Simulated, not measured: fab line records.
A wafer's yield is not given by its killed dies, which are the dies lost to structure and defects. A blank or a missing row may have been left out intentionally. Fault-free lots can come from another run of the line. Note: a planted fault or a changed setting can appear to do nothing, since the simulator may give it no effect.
Which tool did it? + flow gf180mcu + Sampling: 12 lots, 36 wafers, 6 of 602 route steps

WHAT THE GAUGES READ, wafer by wafer
GF_M3_OVL_MEAS_15. Usual: M3_OVL -3 nm, standard deviation 5.2.
| lot  | measured     | on         | M3_OVL (nm) | flag |
|------|--------------|------------|-------------|------|
| L281 | day 21 06:47 | overlay-02 | -11 -11 -10 |      |
| L282 | day 21 17:44 | overlay-02 | 4 -4 -3     |      |
| L284 | day 22 11:31 | overlay-01 | 1 0 2       |      |
| L286 | day 23 13:28 | overlay-01 | -11 -13 -8  |      |
| L288 | day 24 03:50 | overlay-01 | 5 7 12      |      |
| L289 | day 24 07:22 | overlay-02 | 0 3 8       |      |
| L290 | day 24 20:07 | overlay-01 | -3 -6 -1    |      |
| L291 | day 25 01:26 | overlay-02 | 5 5 1       |      |
| L292 | day 25 05:34 | overlay-02 | 1 0 -1      |      |
| L293 | day 25 22:04 | overlay-01 | -3 -11 -7   |      |
| L294 | day 26 02:34 | overlay-02 | -3 2 -3     |      |
| L295 | day 26 07:46 | overlay-02 | -10 -3 -5   |      |

GF_V3_THK_MEAS_01. Usual: V3_CVD_00_THK 599 nm, standard deviation 7.6.
| lot  | measured     | on            | V3_CVD_00_THK (nm) | flag |
|------|--------------|---------------|--------------------|------|
| L281 | day 21 07:32 | film-metro-04 | 598 614 606        |      |
| L282 | day 21 18:29 | film-metro-03 | 620 597 613        |      |
| L284 | day 22 12:24 | film-metro-04 | 605 605 608        |      |
| L286 | day 23 14:14 | film-metro-03 | 598 593 594        |      |
| L288 | day 24 04:35 | film-metro-03 | 594 595 597        |      |
| L289 | day 24 08:08 | film-metro-04 | 585 597 598        |      |
| L290 | day 24 20:53 | film-metro-03 | 606 602 588        |      |
| L291 | day 25 02:36 | film-metro-03 | 602 603 593        |      |
| L292 | day 25 06:20 | film-metro-02 | 606 605 611        |      |
| L293 | day 25 23:11 | film-metro-02 | 1185 1207 1217     | OFF  |
| L294 | day 26 03:34 | film-metro-02 | 1193 1198 1214     | OFF  |
| L295 | day 26 08:51 | film-metro-04 | 1193 1187 1196     | OFF  |

GF_V3_BOW_MEAS_05. Usual: V3_BOW 114 um, standard deviation 8.4.
| lot  | measured     | on            | V3_BOW (um) | flag |
|------|--------------|---------------|-------------|------|
| L281 | day 21 08:02 | film-metro-04 | 116 111 112 |      |
| L282 | day 21 18:59 | film-metro-02 | 107 104 113 |      |
| L284 | day 22 12:56 | film-metro-04 | 108 107 127 |      |
| L286 | day 23 14:46 | film-metro-03 | 112 128 132 |      |
| L288 | day 24 05:08 | film-metro-04 | 102 100 107 |      |
| L289 | day 24 08:37 | film-metro-03 | 118 125 111 |      |
| L290 | day 24 21:23 | film-metro-02 | 123 125 127 |      |
| L291 | day 25 03:07 | film-metro-04 | 124 114 112 |      |
| L292 | day 25 06:50 | film-metro-04 | 113 119 112 |      |
| L293 | day 25 23:53 | film-metro-04 | 139 143 141 | OFF  |
| L294 | day 26 04:04 | film-metro-04 | 133 129 141 |      |
| L295 | day 26 09:31 | film-metro-03 | 142 152 142 | OFF  |

GF_V3_CD_MEAS_14: target cd 260 nm. Usual: cd-nm reads 259.8 nm (standard deviation 1.2).
| lot  | measured     | on        | cd-nm (nm)        | flag |
|------|--------------|-----------|-------------------|------|
| L281 | day 22 07:43 | cd-sem-01 | 259.5 260.9 261.1 |      |
| L282 | day 22 18:07 | cd-sem-01 | 259.3 259.1 259.0 |      |
| L284 | day 23 12:05 | cd-sem-01 | 259.5 259.4 260.9 |      |
| L286 | day 24 13:01 | cd-sem-02 | 261.9 260.8 261.1 |      |
| L288 | day 25 02:44 | cd-sem-01 | 259.4 260.0 258.9 |      |
| L289 | day 25 06:06 | cd-sem-01 | 258.5 258.0 258.9 |      |
| L290 | day 25 19:20 | cd-sem-02 | 258.6 257.5 258.3 |      |
| L291 | day 26 00:35 | cd-sem-01 | 260.8 260.3 261.2 |      |
| L292 | day 26 04:09 | cd-sem-02 | 258.4 259.1 259.5 |      |
| L293 | day 26 20:39 | cd-sem-01 | 259.3 260.0 260.4 |      |
| L294 | day 27 00:45 | cd-sem-01 | 261.4 262.6 262.4 |      |
| L295 | day 27 05:01 | cd-sem-02 | 257.2 258.8 257.0 |      |

TOOL THAT RAN EACH LOT (tool first, then ch and the chambers of the sampled wafers, then the start)
| lot  | GF_M3_SPUTTER_00             | GF_V3_CVD_00                     |
|------|------------------------------|----------------------------------|
| L281 | pvd-sputter-01, day 20 06:39 | hdpcvd-01 ch 0,2, day 21 07:27   |
| L282 | pvd-sputter-03, day 20 17:02 | hdpcvd-01 ch 0,1,2, day 21 18:24 |
| L284 | pvd-sputter-01, day 21 11:53 | hdpcvd-01 ch 0,2, day 22 12:20   |
| L286 | pvd-sputter-03, day 22 13:46 | hdpcvd-02 ch 0,2, day 23 14:10   |
| L288 | pvd-sputter-02, day 23 04:51 | hdpcvd-01 ch 1,2, day 24 04:30   |
| L289 | pvd-sputter-01, day 23 09:18 | hdpcvd-02 ch 0,2, day 24 08:04   |
| L290 | pvd-sputter-01, day 23 21:36 | hdpcvd-01 ch 1,2, day 24 20:47   |
| L291 | pvd-sputter-02, day 24 03:00 | hdpcvd-02 ch 0,1,2, day 25 02:30 |
| L292 | pvd-sputter-01, day 24 07:49 | hdpcvd-01 ch 1,2, day 25 06:16   |
| L293 | pvd-sputter-03, day 25 00:05 | hdpcvd-01 ch 0,1,2, day 25 22:47 |
| L294 | pvd-sputter-02, day 25 04:31 | hdpcvd-01 ch 0,2, day 26 03:16   |
| L295 | pvd-sputter-03, day 25 10:29 | hdpcvd-02 ch 1,2, day 26 08:27   |
- GF_M3_SPUTTER_00: material Ti, target thk 37.5 nm, time 150 s.
- GF_V3_CVD_00: deposits SiO2, target thk 600 nm, time 100 s.

WHAT THE TOOLS THEMSELVES READ (means of the sampled wafers that have a number; where no wafer has one, the mark that the record gives instead)
GF_M3_SPUTTER_00. Usual: throttle-valve-pct reads 30.3 % (standard deviation 0.93).
| lot  | tool           | throttle-valve-pct (%) | flag |
|------|----------------|------------------------|------|
| L281 | pvd-sputter-01 | 30.4                   |      |
| L282 | pvd-sputter-03 | 29.3                   |      |
| L284 | pvd-sputter-01 | 30.4                   |      |
| L286 | pvd-sputter-03 | 28.8                   |      |
| L288 | pvd-sputter-02 | 30.8                   |      |
| L289 | pvd-sputter-01 | 29.9                   |      |
| L290 | pvd-sputter-01 | 30.4                   |      |
| L291 | pvd-sputter-02 | 30.7                   |      |
| L292 | pvd-sputter-01 | 30.1                   |      |
| L293 | pvd-sputter-03 | 29.4                   |      |
| L294 | pvd-sputter-02 | 31.1                   |      |
| L295 | pvd-sputter-03 | 29.8                   |      |

THE ANSWER, worked out from the rows above alone
Rule: take the mean of a lot's wafers that have a number; if it is more than 3 standard deviations from the usual mean, the lot is off. A lot without any number at a reading at which 4 lots or more have one is off too. All remaining lots with rows at the step are treated as sound. Order of review: gauges by route order, followed by the tools' own readings, for which a lot's mean as printed above is used. The first step at which some lot is off is used, and at that step the reading that is off furthest; a lot without a number counts as furthest.
Off: L293, L294, L295, seen at GF_V3_THK_MEAS_01 (V3_CVD_00_THK).
A tool fits if, at a process step before that reading, it ran every lot that is off, and no sound lot after the first of them. The gauges at GF_V3_THK_MEAS_01 are tried like those tools. Of those tried, none fits.

WHAT THE SIMULATOR HAD PUT IN
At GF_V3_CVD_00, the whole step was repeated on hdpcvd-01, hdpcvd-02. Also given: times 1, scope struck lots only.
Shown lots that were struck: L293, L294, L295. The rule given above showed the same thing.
